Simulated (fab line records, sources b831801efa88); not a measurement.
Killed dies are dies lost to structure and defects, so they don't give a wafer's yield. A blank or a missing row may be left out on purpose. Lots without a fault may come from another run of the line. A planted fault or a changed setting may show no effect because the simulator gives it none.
fab line records | flow gf180mcu | part 1 of 2: steps 1 to 29 of 38
record lots=5 wafers=15 last_day=34
route steps=602 shown M2@376 V2@382 M3@409
lots that met no fault: from a run of the same line without faults
start_h: hours from the record's first day to the start of the lot's first wafer shown | wait_h: hours since the lot's step before | " the same as in the row above | L1.1+2: a row that stands for several wafers | - no value, or no start given | * or withheld: withheld | < > ~ a bound
route shown NAME@n: a module of which the file shows steps, and the number in the route of the first | usual: mean/standard deviation of fault-free wafers | same: alike in all rows | chamber/n: place in a boat | sites: the reading at each site | _std_site: their standard deviation | _edge_site: outer sites' mean less inner sites' | radius_mm: how far each site lies from the wafer's centre | mask NAME#n: copy n | behind: the tool/chamber that last shaped the wafer | hold: why the lot was held/for how many hours/how that ended | device: the transistor (n, p or np) that didn't switch | end of line: the same wafers' tests at the end of the route | a step without rows: its recipe alone | killed: dies lost to structure and defects at the first sort, not the wafer's yield | map: a wafer's dies, x killed, . not, _ none there
set.NAME: the setting as run; set.NAME@STEP: as run at that earlier step | model.NAME: the simulator's own value behind a step, which no gauge read
lots at some steps of the route; a table a step, a row a wafer
services: from which hour (start_h, from the record's first day; less than 0 if before it) a tool's chamber was out of use, for how many hours, and why
## steps
# step GF_M2_CD_MEAS_14
# recipe target_cd_nm=280
# usual cd_nm=280.0/1.2
# columns lot.wafer tool chamber start_h wait_h cd_nm
L081.1 cd_sem-02 - 502.85 0.1 280.7
L081.2 " - " " 281.0
L081.5 " - " " 280.8
L086.4 cd_sem-01 - 542.51 0.1 278.9
L086.5 " - " " 279.5
L086.6 " - " " 278.8
L087.2 cd_sem-02 - 549.71 0.1 280.1
L087.4 " - " " 280.4
L087.5 " - " " 280.4
L091.4 cd_sem-02 - 583.66 0.1 280.0
L091.5 " - " " 279.1
L091.6 " - " " 278.6
L097.1 cd_sem-02 - 626.51 0.1 278.4
L097.2 " - " " 279.1
L097.5 " - " " 279.9
# step GF_M2_OVL_MEAS_15
# usual M2_OVL=-3/5.8
# columns lot.wafer tool chamber start_h wait_h M2_OVL[nm]
L081.1 overlay-01 - 502.97 0.1 -7
L081.2 " - " " -6
L081.5 " - " " -6
L086.4 overlay-01 - 542.58 0.1 0
L086.5 " - " " -2
L086.6 " - " " 0
L087.2 overlay-01 - 549.82 0.1 5
L087.4 " - " " 3
L087.5 " - " " 1
L091.4 overlay-02 - 583.73 0.1 -5
L091.5 " - " " -8
L091.6 " - " " -7
L097.1 overlay-01 - 626.63 0.1 -4
L097.2 " - " " -11
L097.5 " - " " -6
# step GF_M2_METAL_ETCH_16
# recipe chemistry=Cl2/BCl3 mask_material=KrF target_depth_nm=750.8 stop_on=SiO2 pressure_mtorr=8 icp_w=800 bias_w=140 Cl2_flow_sccm=80 bcl3_flow_sccm=40 time_s=125.1
# usual drypump_motor_current_A=5.6/0.57 mfc_cl2_sccm=80.00/0.26 oes_product_au=0.989/0.0055 throttle_valve_pct=28.231/0.011
# columns lot.wafer tool chamber start_h wait_h drypump_motor_current_A mfc_cl2_sccm oes_product_au rf_hours_counter_h throttle_valve_pct
L081.1 rie_metal-01 1 503.00 0.0 5.4 79.90 0.983 7.3 28.235
L081.2 " 0 " " 5.0 79.85 0.990 9.3 28.235
L081.5 " 0 " " 5.0 80.15 0.991 - 28.226
L086.4 rie_metal-03 1 542.65 0.1 6.2 79.84 0.992 - 28.222
L086.5 " 1 " " 6.2 79.45 0.995 - 28.207
L086.6 " 0 " " 5.8 80.18 0.993 - 28.229
L087.2 rie_metal-02 0 549.85 0.0 5.4 79.83 0.989 0.3 28.222
L087.4 " 0 " " 5.4 80.04 0.998 - 28.243
L087.5 " 0 " " 5.4 80.24 0.995 - 28.232
L091.4 rie_metal-01 0 583.79 0.1 5.0 80.01 0.988 - 28.235
L091.5 " 1 " " 5.3 79.93 0.989 - 28.229
L091.6 " 0 " " 5.0 79.80 1.000 - 28.225
L097.1 rie_metal-02 0 626.67 0.0 5.4 80.51 0.987 3.2 28.229
L097.2 " 1 " " 6.6 79.89 0.989 12.9 28.224
L097.5 " 1 " " 6.6 80.18 0.985 - 28.255
# step GF_M2_STRIP_17
# recipe chemistry=O2/N2 power_w=1400 pressure_mtorr=1500 platen_temp_c=250 o2_flow_sccm=3000 n2_flow_sccm=300 overash_fraction=0.5
# usual drypump_motor_current_A=5.7/0.49 heater_power_w=310/34 oes_product_au=0.539/0.0046 strip_time_to_endpoint_s=7.41/0.042
# columns lot.wafer tool chamber start_h wait_h drypump_motor_current_A heater_power_w oes_product_au rf_hours_counter_h strip_time_to_endpoint_s
L081.1 plasma_asher-02 1 503.13 0.1 5.7 266 0.545 42 7.44
L081.2 " 0 " " 4.9 301 0.543 42 7.40
L081.5 " 0 " " 4.8 322 0.536 - 7.39
L086.4 plasma_asher-01 1 542.76 0.1 6.2 316 0.538 - 7.36
L086.5 " 1 " " 6.2 314 0.532 - 7.39
L086.6 " 0 " " 5.5 316 0.533 - 7.47
L087.2 plasma_asher-02 0 549.98 0.1 4.9 305 0.536 48 7.41
L087.4 " 0 " " 4.9 307 0.546 - 7.39
L087.5 " 1 " " 5.7 259 0.541 - 7.36
L091.4 plasma_asher-03 1 583.91 0.1 6.1 304 0.548 - 7.40
L091.5 " 0 " " 6.1 368 0.543 - 7.40
L091.6 " 1 " " 6.2 289 0.530 - 7.38
L097.1 plasma_asher-03 0 626.80 0.1 6.1 350 0.539 80 7.41
L097.2 " 1 " " 6.1 301 0.539 80 7.41
L097.5 " 1 " " 6.1 296 0.536 - 7.36
# step GF_M2_STRIP_18
# recipe chemistry=post_etch_residue_remover time_s=1200 temp_c=72.5
# columns lot.wafer tool chamber start_h wait_h
L081.1+2+5 wet_bench-01 3 503.23 0.1
L086.4+5+6 wet_bench-01 3 542.83 0.0
L087.2+4+5 wet_bench-02 0 550.08 0.1
L091.4+5+6 wet_bench-02 3 583.98 0.0
L097.1+2+5 wet_bench-03 2 626.90 0.1
# step GF_M2_CLEAN_19
# recipe chemistry=DIW dry=n2_spin
# columns lot.wafer tool chamber start_h wait_h
L081.1+2+5 wet_bench-03 1 503.64 0.0
L086.4+5+6 wet_bench-02 2 543.20 0.0
L087.2+4+5 wet_bench-03 0 550.42 0.0
L091.4+5+6 wet_bench-01 2 584.32 0.0
L097.1+2+5 wet_bench-01 2 627.27 0.0
# step GF_V2_CVD_00
# recipe material=SiO2 target_thk_nm=600 sigma_open_frac=0.3 temp_c=400 time_s=100 sih4_flow_sccm=60 pressure_mtorr=6
# columns lot.wafer tool chamber start_h wait_h
L081.1+2+5 hdpcvd-01 2,0,0 503.73 0.0
L086.4+5+6 hdpcvd-02 2,0,1 543.33 0.0
L087.2+4+5 hdpcvd-02 0,2,0 550.52 0.0
L091.4+5+6 hdpcvd-01 0,1,2 584.46 0.0
L097.1+2+5 hdpcvd-01 2,1,0 627.36 0.0
# step GF_V2_THK_MEAS_01
# recipe reads=SiO2_of_V2_CVD_00
# usual V2_CVD_00_THK=599/7.5
# columns lot.wafer tool chamber start_h wait_h V2_CVD_00_THK[nm]
L081.1 film_metro-03 - 503.80 0.0 579
L081.2 " - " " 591
L081.5 " - " " 589
L086.4 film_metro-03 - 543.40 0.0 604
L086.5 " - " " 596
L086.6 " - " " 592
L087.2 film_metro-01 - 550.60 0.0 607
L087.4 " - " " 612
L087.5 " - " " 608
L091.4 film_metro-03 - 584.52 0.0 598
L091.5 " - " " 601
L091.6 " - " " 593
L097.1 film_metro-03 - 627.43 0.0 595
L097.2 " - " " 596
L097.5 " - " " 604
# step GF_V2_CVD_02
# recipe material=SiO2 target_thk_nm=850 precursor=TEOS temp_c=400 time_s=94.851 rf_w=600
# usual heater_power_w=662/100
# columns lot.wafer tool chamber start_h wait_h heater_power_w
L081.1 pecvd-02 2 503.86 0.1 789
L081.2 " 1 " " 692
L081.5 " 1 " " 716
L086.4 pecvd-02 1 543.46 0.1 710
L086.5 " 2 " " 749
L086.6 " 0 " " 570
L087.2 pecvd-01 2 550.65 0.0 743
L087.4 " 0 " " 758
L087.5 " 1 " " 685
L091.4 pecvd-01 0 584.59 0.1 638
L091.5 " 1 " " 619
L091.6 " 2 " " 818
L097.1 pecvd-03 1 627.49 0.1 630
L097.2 " 2 " " 699
L097.5 " 0 " " 520
# step GF_V2_THK_MEAS_03
# recipe reads=SiO2_of_V2_CVD_02
# usual V2_CVD_02_THK=852/11
# columns lot.wafer tool chamber start_h wait_h V2_CVD_02_THK[nm]
L081.1 film_metro-01 - 503.93 0.0 835
L081.2 " - " " 841
L081.5 " - " " 850
L086.4 film_metro-03 - 543.53 0.0 855
L086.5 " - " " 861
L086.6 " - " " 848
L087.2 film_metro-01 - 550.73 0.0 842
L087.4 " - " " 857
L087.5 " - " " 848
L091.4 film_metro-03 - 584.65 0.0 852
L091.5 " - " " 844
L091.6 " - " " 860
L097.1 film_metro-02 - 627.56 0.0 859
L097.2 " - " " 864
L097.5 " - " " 878
# step GF_V2_CMP_04
# recipe material=SiO2 down_force_psi=4 platen_rpm=60 pad_velocity_m_s=0.94248
# usual motor_current_A=11.9/1.1 slurry_filter_dp_kPa=13.52/0.13 time_to_endpoint_s=78/5.1
# columns lot.wafer tool chamber start_h wait_h motor_current_A slurry_filter_dp_kPa time_to_endpoint_s
L081.2 cmp-01 2 503.99 0.0 12.7 13.49 70
L081.1 " 1 " " 9.6 13.43 74
L081.5 " 3 " " 13.6 13.68 74
L086.4 cmp-02 2 543.66 0.1 13.0 13.60 85
L086.5 " 0 " " 11.3 13.39 84
L086.6 " 1 " " 12.1 13.59 80
L087.4 cmp-01 2 550.88 0.1 12.6 13.43 78
L087.2 " 3 " " 13.2 13.67 71
L087.5 " 1 " " 10.3 13.63 79
L091.4 cmp-02 3 584.78 0.1 10.4 13.63 80
L091.6 " 1 " " 12.0 13.60 80
L091.5 " 2 " " 12.9 13.32 75
L097.1 cmp-02 0 627.97 0.4 11.4 13.34 75
L097.2 " 1 " " 11.8 13.33 79
L097.5 " 0 " " 11.5 13.45 84
# step GF_V2_BOW_MEAS_05
# recipe mode=bow
# usual V2_BOW=98/7.6
# columns lot.wafer tool chamber start_h wait_h V2_BOW[um]
L081.1 film_metro-01 - 504.31 0.1 99
L081.2 " - " " 98
L081.5 " - " " 113
L086.4 film_metro-01 - 543.92 0.2 105
L086.5 " - " " 105
L086.6 " - " " 105
L087.2 film_metro-03 - 551.10 0.1 111
L087.4 " - " " 119
L087.5 " - " " 104
L091.4 film_metro-02 - 585.04 0.2 83
L091.5 " - " " 98
L091.6 " - " " 90
L097.1 film_metro-01 - 628.22 0.2 102
L097.2 " - " " 103
L097.5 " - " " 96
# step GF_V2_DEHYDRATE_06
# recipe temp_c=200 time_s=60
# usual plate_temp_C=200.01/0.17
# columns lot.wafer tool chamber start_h wait_h plate_temp_C
L081.1 litho_track-01 0 515.35 11.0 199.90
L081.2 " 0 " " 199.85
L081.5 " 0 " " 200.07
L086.4 litho_track-04 0 554.37 10.4 200.27
L086.5 " 0 " " 200.16
L086.6 " 0 " " 200.20
L087.2 litho_track-04 0 561.57 10.4 200.08
L087.4 " 0 " " 199.97
L087.5 " 0 " " 200.23
L091.4 litho_track-01 0 594.92 9.9 200.17
L091.5 " 0 " " 199.95
L091.6 " 0 " " 200.08
L097.1 litho_track-01 0 638.05 9.8 200.21
L097.2 " 0 " " 199.85
L097.5 " 0 " " 199.95
# step GF_V2_HMDS_07
# recipe prime_time_s=60 prime_temp_c=120
# columns lot.wafer tool chamber start_h wait_h
L081.1+2+5 litho_track-01 0 515.50 0.1
L086.4+5+6 litho_track-04 0 554.52 0.1
L087.2+4+5 litho_track-04 0 561.72 0.1
L091.4+5+6 litho_track-01 0 595.07 0.1
L097.1+2+5 litho_track-01 0 638.20 0.1
# step GF_V2_COAT_08
# recipe resist=BARC temp_c=withheld time_s=withheld spin_rpm=withheld resist_thk_nm=withheld
# columns lot.wafer tool chamber start_h wait_h
L081.1+2+5 litho_track-01 0 515.65 0.1
L086.4+5+6 litho_track-04 0 554.67 0.1
L087.2+4+5 litho_track-04 0 561.87 0.1
L091.4+5+6 litho_track-01 0 595.22 0.1
L097.1+2+5 litho_track-01 0 638.35 0.1
# step GF_V2_COAT_09
# recipe resist=KrF spin_rpm=withheld resist_thk_nm=1000
# columns lot.wafer tool chamber start_h wait_h
L081.1+2+5 litho_track-01 0 - -
L086.4+5+6 litho_track-04 0 - -
L087.2+4+5 litho_track-04 0 - -
L091.4+5+6 litho_track-01 0 - -
L097.1+2+5 litho_track-01 0 - -
# step GF_V2_SOFTBAKE_10
# recipe temp_c=130 time_s=60 resist=KrF
# usual plate_temp_C=130.02/0.12
# columns lot.wafer tool chamber start_h wait_h plate_temp_C
L081.1 litho_track-01 0 - - 129.88
L081.2 " 0 " " 129.92
L081.5 " 0 " " 129.86
L086.4 litho_track-04 0 - - 129.91
L086.5 " 0 " " 129.86
L086.6 " 0 " " 130.10
L087.2 litho_track-04 0 - - 130.00
L087.4 " 0 " " 129.99
L087.5 " 0 " " 130.07
L091.4 litho_track-01 0 - - 130.10
L091.5 " 0 " " 129.88
L091.6 " 0 " " 129.97
L097.1 litho_track-01 0 - - 130.06
L097.2 " 0 " " 129.86
L097.5 " 0 " " 129.85
# step GF_V2_EXPOSE_11
# recipe mask_id=Via2 target_cd_nm=260 na=0.68 source_shape=conventional sigma_outer=0.6 dose_mj=38
# columns lot.wafer tool chamber start_h wait_h mask
L081.1+2+5 krf_scanner-01 0 - - Via2#0
L086.4+5+6 krf_scanner-01 0 - - Via2#0
L087.2+4+5 krf_scanner-01 0 - - Via2#0
L091.4+5+6 krf_scanner-02 0 - - Via2#0
L097.1+2+5 krf_scanner-02 0 - - Via2#0
# step GF_V2_PEB_12
# recipe peb_temp_c=135 peb_time_s=90 resist=KrF
# usual plate_temp_C=135.02/0.12
# columns lot.wafer tool chamber start_h wait_h plate_temp_C
L081.1 litho_track-01 0 - - 135.10
L081.2 " 0 " " 135.13
L081.5 " 0 " " 134.93
L086.4 litho_track-02 0 - - 135.04
L086.5 " 0 " " 135.30
L086.6 " 0 " " 135.07
L087.2 litho_track-01 0 - - 135.14
L087.4 " 0 " " 134.98
L087.5 " 0 " " 135.17
L091.4 litho_track-01 0 - - 134.89
L091.5 " 0 " " 134.86
L091.6 " 0 " " 134.87
L097.1 litho_track-02 0 - - 135.04
L097.2 " 0 " " 135.15
L097.5 " 0 " " 134.92
# step GF_V2_DEVELOP_13
# recipe develop_time_s=60 resist=KrF dev_temp_c=21
# columns lot.wafer tool chamber start_h wait_h
L081.1+2+5 litho_track-01 0 527.30 0.2
L086.4+5+6 litho_track-02 0 566.07 0.1
L087.2+4+5 litho_track-01 0 573.07 0.2
L091.4+5+6 litho_track-01 0 606.22 0.1
L097.1+2+5 litho_track-02 0 648.99 0.2
# step GF_V2_CD_MEAS_14
# recipe target_cd_nm=260
# usual cd_nm=259.8/1.3
# columns lot.wafer tool chamber start_h wait_h cd_nm
L081.1 cd_sem-02 - 527.45 0.1 261.9
L081.2 " - " " 262.4
L081.5 " - " " 262.4
L086.4 cd_sem-01 - 566.20 0.1 260.1
L086.5 " - " " 260.0
L086.6 " - " " 258.8
L087.2 cd_sem-02 - 573.22 0.1 261.8
L087.4 " - " " 261.3
L087.5 " - " " 262.8
L091.4 cd_sem-01 - 606.36 0.1 261.2
L091.5 " - " " 261.7
L091.6 " - " " 259.9
L097.1 cd_sem-02 - 649.14 0.1 259.6
L097.2 " - " " 258.8
L097.5 " - " " 258.5
# step GF_V2_OVL_MEAS_15
# usual V2_OVL=-4/4.8
# columns lot.wafer tool chamber start_h wait_h V2_OVL[nm]
L081.1 overlay-01 - 527.57 0.1 -11
L081.2 " - " " -15
L081.5 " - " " -9
L086.4 overlay-02 - 566.28 0.1 0
L086.5 " - " " -2
L086.6 " - " " -4
L087.2 overlay-02 - 573.32 0.1 -4
L087.4 " - " " -16
L087.5 " - " " -13
L091.4 overlay-02 - 606.43 0.1 -5
L091.5 " - " " -3
L091.6 " - " " -5
L097.1 overlay-01 - 649.26 0.1 -1
L097.2 " - " " 0
L097.5 " - " " -2
# step GF_V2_ETCH_16
# recipe chemistry=N2/H2 target_depth_a=withheld overetch_a=withheld time_s=withheld target=BARC ion_energy_ev=200 source_w=500 bias_w=100 pressure_mtorr=30 n2_flow_sccm=100 h2_flow_sccm=200
# usual drypump_motor_current_A=5.8/0.35 oes_product_au=0.855/0.0043 throttle_valve_pct=13.225/0.0086
# columns lot.wafer tool chamber start_h wait_h drypump_motor_current_A oes_product_au throttle_valve_pct
L081.1 rie_diel-01 2 527.60 0.0 5.9 0.857 13.222
L081.2 " 1 " " 6.3 0.859 13.234
L081.5 " 1 " " 6.3 0.860 13.228
L086.4 rie_diel-03 0 566.30 0.0 6.2 0.847 13.222
L086.5 " 1 " " 5.6 0.859 13.231
L086.6 " 2 " " 5.8 0.847 13.229
L087.2 rie_diel-03 3 573.35 0.0 6.4 0.854 13.239
L087.4 " 0 " " 6.2 0.852 13.228
L087.5 " 3 " " 6.4 0.851 13.217
L091.4 rie_diel-01 1 606.45 0.0 6.3 0.851 13.220
L091.5 " 2 " " 5.9 0.857 13.220
L091.6 " 1 " " 6.3 0.856 13.234
L097.1 rie_diel-02 1 649.30 0.0 6.1 0.852 13.220
L097.2 " 0 " " 5.5 0.855 13.243
L097.5 " 1 " " 6.1 0.852 13.225
# step GF_V2_ETCH_17
# recipe chemistry=C4F8/O2/Ar mask_material=KrF target=SiO2 stop_on=TiN source_w=1500 bias_w=1200 pressure_mtorr=40 c4f8_flow_sccm=withheld O2_flow_sccm=6 Ar_flow_sccm=300 time_s=withheld target_depth_a=6300
# usual oes_product_au=0.856/0.0045
# columns lot.wafer tool chamber start_h wait_h oes_product_au
L081.1 rie_diel-01 2 - - 0.856
L081.2 " 1 " " 0.849
L081.5 " 1 " " 0.854
L086.4 rie_diel-03 0 - - 0.857
L086.5 " 1 " " 0.860
L086.6 " 2 " " 0.858
L087.2 rie_diel-03 3 - - 0.852
L087.4 " 0 " " 0.858
L087.5 " 3 " " 0.858
L091.4 rie_diel-01 1 - - 0.865
L091.5 " 2 " " 0.862
L091.6 " 1 " " 0.862
L097.1 rie_diel-02 1 - - 0.846
L097.2 " 0 " " 0.856
L097.5 " 1 " " 0.859
# step GF_V2_STRIP_18
# recipe chemistry=O2/N2 power_w=1400 pressure_mtorr=1500 platen_temp_c=250 o2_flow_sccm=3000 n2_flow_sccm=300 overash_fraction=0.5
# usual drypump_motor_current_A=5.5/0.46 heater_power_w=329/32 oes_product_au=0.592/0.0052
# columns lot.wafer tool chamber start_h wait_h drypump_motor_current_A heater_power_w oes_product_au rf_hours_counter_h
L081.1 plasma_asher-01 0 527.73 - 5.5 328 0.597 87
L081.2 " 1 " " 6.2 313 0.590 87
L081.5 " 1 " " 6.2 321 0.594 -
L086.4 plasma_asher-02 1 566.46 - 5.7 262 0.587 -
L086.5 " 1 " " 5.7 264 0.581 -
L086.6 " 0 " " 4.9 302 0.590 -
L087.2 plasma_asher-01 1 573.48 - 6.2 305 0.579 92
L087.4 " 1 " " 6.2 314 0.595 -
L087.5 " 1 " " 6.2 323 0.595 -
L091.4 plasma_asher-01 1 606.61 - 6.2 311 0.594 -
L091.5 " 1 " " 6.2 319 0.588 -
L091.6 " 0 " " 5.5 319 0.603 -
L097.1 plasma_asher-04 1 649.43 - 5.4 338 0.601 23
L097.2 " 0 " " 4.9 380 0.590 23
L097.5 " 0 " " 4.9 390 0.604 -
# step GF_V2_STRIP_19
# recipe chemistry=post_etch_residue_remover time_s=1200 temp_c=72.5
# columns lot.wafer tool chamber start_h wait_h
L081.1+2+5 wet_bench-02 3 527.83 0.1
L086.4+5+6 wet_bench-03 0 566.53 0.0
L087.2+4+5 wet_bench-02 3 573.58 0.1
L091.4+5+6 wet_bench-03 3 606.68 0.0
L097.1+2+5 wet_bench-02 2 649.53 0.1
# step GF_V2_CLEAN_20
# recipe chemistry=DIW dry=n2_spin
# columns lot.wafer tool chamber start_h wait_h
L081.1+2+5 wet_bench-04 2 528.17 0.0
L086.4+5+6 wet_bench-04 1 566.87 0.0
L087.2+4+5 wet_bench-04 1 573.92 0.0
L091.4+5+6 wet_bench-02 2 607.02 0.0
L097.1+2+5 wet_bench-03 2 649.90 0.0
# step GF_V2_SPUTTER_21
# recipe material=Ti target_thk_nm=15 chamber_pressure_pa=5 power_w=2500 substrate_temp_c=200 time_s=80.02
# usual throttle_valve_pct=30.4/0.86
# columns lot.wafer tool chamber start_h wait_h throttle_valve_pct
L081.1 pvd_sputter-04 - 528.27 0.0 29.5
L081.2 " - " " 31.0
L081.5 " - " " 29.9
L086.4 pvd_sputter-04 - 566.96 0.0 29.9
L086.5 " - " " 29.8
L086.6 " - " " 29.0
L087.2 pvd_sputter-01 - 574.01 0.0 31.3
L087.4 " - " " 29.7
L087.5 " - " " 32.1
L091.4 pvd_sputter-04 - 607.11 0.0 29.8
L091.5 " - " " 29.2
L091.6 " - " " 30.9
L097.1 pvd_sputter-01 - 650.00 0.0 31.2
L097.2 " - " " 31.9
L097.5 " - " " 31.9
# step GF_V2_SPUTTER_22
# recipe material=TiN target_thk_nm=10 chamber_pressure_pa=5 power_w=4000 time_s=40
# usual throttle_valve_pct=30.3/0.85
# columns lot.wafer tool chamber start_h wait_h throttle_valve_pct
L081.1 pvd_sputter-04 - 528.33 0.0 29.0
L081.2 " - " " 30.9
L081.5 " - " " 29.8
L086.4 pvd_sputter-04 - 567.02 0.0 29.9
L086.5 " - " " 29.8
L086.6 " - " " 28.8
L087.2 pvd_sputter-01 - 574.08 0.0 31.1
L087.4 " - " " 30.1
L087.5 " - " " 31.8
L091.4 pvd_sputter-04 - 607.17 0.0 29.8
L091.5 " - " " 29.2
L091.6 " - " " 30.8
L097.1 pvd_sputter-01 - 650.06 0.0 31.5
L097.2 " - " " 32.1
L097.5 " - " " 31.9
